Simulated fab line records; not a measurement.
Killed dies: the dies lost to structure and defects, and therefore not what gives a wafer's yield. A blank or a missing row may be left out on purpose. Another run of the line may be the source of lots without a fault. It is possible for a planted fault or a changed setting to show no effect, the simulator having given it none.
Comparing a struck lot with a sound one + flow sky130 + 18 out of 708 route steps
Sound: wafers L330.1, L330.3, L330.6. Wafers struck: L315.1, L315.2, L315.4. At the end, the cause is stated.
Order at every step that has rows: each side's tool, ch and its chambers, its first start. Under that, the readings that differ: sound wafers + struck wafers + difference of the means + sigmas: that difference in standard deviations of wafers without a fault.
alike: readings whose means differ by less than 2 such deviations, and words and numbers that are the same on both sides. not compared: withheld readings, readings that some wafer has no value for, bounds like >300 that may hide the same value, and numbers for which the record gives no deviation and whose values overlap.
Wherever a step has rows on one side only, a row that says differs or no value, or a row with sigmas, the two part there. Numbers that don't overlap but have no deviation are shown without sigmas and don't part them. Lack of a reading on every wafer of one side parts them only where that side has two or more wafers.

first, 4 steps without rows for these wafers: SKY_PWDE_SOFTBAKE_03; SKY_PWDE_EXPOSE_04 (exposes mask PWDEM, target cd 840 nm); SKY_PWDE_PEB_05; SKY_PWDE_DEVELOP_06 (develop time 60 s).
SKY_PWDE_OVL_MEAS_07:
  sound: overlay-02 at day 9 04:29; struck: overlay-02 at day 5 17:20
  alike: PWDE_OVL
then, 1 step without rows for these wafers: SKY_PWDE_IMPLANT_08.
SKY_PWDE_STRIP_09: strips in O2/N2.
  sound on plasma_asher-04 ch 0,1, day 9 04:40; struck on plasma_asher-03 ch 0,1, day 5 17:31
  alike: chamber_pressure_mTorr, drypump_motor_current_A, oes_product_au, strip_time_to_endpoint_s
  not compared: rf_hours_counter_h
SKY_PWDE_TW_MEAS_10:
  sound: film_metro-02 at day 9 04:46; struck: film_metro-03 at day 5 17:37
  alike: PWDE_TW
then, 4 steps without rows for these wafers: SKY_NWELL_DEHYDRATE_03 (time 60 s); SKY_NWELL_HMDS_04 (prime time 60 s); SKY_NWELL_COAT_05 (resist thk 3000 nm); SKY_NWELL_SOFTBAKE_06.
SKY_NWELL_EXPOSE_07: exposes mask NWM, target cd 840 nm.
  sound on iline_stepper-02 ch 0, day 9 15:35; struck on iline_stepper-01 ch 0, day 6 02:38
| reading                       | sound             | struck      | difference | sigmas |
|-------------------------------|-------------------|-------------|------------|--------|
| model.NWELL.overlay_x_nm (nm) | 1.028 1.028 1.028 | 170 170 170 | +169       |        |
  alike: mask
then, 2 steps without rows for these wafers: SKY_NWELL_PEB_08; SKY_NWELL_DEVELOP_09 (develop time 60 s).
SKY_NWELL_OVL_MEAS_10:
  sound: overlay-01 at day 10 02:41; struck: overlay-02 at day 6 12:02
| reading           | sound       | struck            | difference | sigmas      |
|-------------------|-------------|-------------------|------------|-------------|
| NWELL_00_OVL (nm) | 2.7 2.5 2.1 | 170.2 167.9 169.6 | +166.8     | +99 or more |
then, 1 step without rows for these wafers: SKY_NWELL_IMPLANT_11.
SKY_PAD_OPEN_PROBE_99:
  the record holds rows for the sound wafers here (prober-01, day 50 17:12) but none for the struck ones

## WHERE THEY PART
At SKY_NWELL_OVL_MEAS_10 first; at SKY_PAD_OPEN_PROBE_99 last (within this record only).

WHY: whatever the simulator had introduced
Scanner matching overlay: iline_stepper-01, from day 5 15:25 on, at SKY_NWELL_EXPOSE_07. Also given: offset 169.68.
